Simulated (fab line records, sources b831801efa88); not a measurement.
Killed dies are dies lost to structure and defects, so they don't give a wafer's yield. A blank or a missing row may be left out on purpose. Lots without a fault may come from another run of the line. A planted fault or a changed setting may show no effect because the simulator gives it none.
Chamber matching | flow gf180mcu | GF_V5_CMP_04 on cmp-01: 4 sister chambers
The step polishes SiO2. 14 wafers are shown with their chamber, then 7 later ones without.

WAFERS WITH THEIR CHAMBER
wafer  | chamber | motor_current_A (A)
L264.3 | 1       | 12.6
L264.4 | 0       | 11.9
L264.6 | 2       | 11.3
L265.1 | 2       | 11.1
L265.2 | 3       | 10.6
L265.4 | 1       | 12.7
L266.1 | 3       | 10.6
L266.5 | 2       | 11.0
L266.6 | 3       | 10.7
L270.1 | 0       | 11.5
L270.3 | 1       | 12.6
L270.5 | 2       | 11.1
L275.1 | 1       | 12.2
L275.2 | 3       | 10.7

SIGNATURES (means of the wafers above)
reading         | chamber 0 | chamber 1 | chamber 2 | chamber 3 | scatter within a chamber
motor_current_A | 11.700    | 12.525    | 11.125    | 10.650    | 0.169
Rule: a wafer's distance from a chamber is the root of the sum, over the readings, of the square of ((its reading less the chamber's mean) divided by the reading's scatter). The wafer belongs to the nearest chamber; if the next one is less than 2 further off, it can't be placed. The scatter: the root of (the sum of the squares of (reading less its chamber's mean) over the shown wafers, divided by (wafers less chambers)).

WAFERS WITHOUT THEIR CHAMBER
wafer  | motor_current_A (A)
L275.5 | 11.0
L276.1 | 11.4
L276.3 | 11.8
L276.5 | 13.1
L279.3 | 11.5
L279.4 | 11.2
L279.6 | 12.4

WHICH CHAMBER EACH WENT THROUGH
wafer  | from the rows above     | in truth
L275.5 | can't be placed: 2 or 3 | 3
L276.1 | can't be placed: 2 or 0 | 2
L276.3 | 0                       | 0
L276.5 | 1                       | 1
L279.3 | can't be placed: 0 or 2 | 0
L279.4 | 2                       | 2
L279.6 | 1                       | 1
Placed correctly: 4 of 7. Can't be placed from these rows: 3 (the true chamber is among the candidates in 3). Placed wrongly: 0.
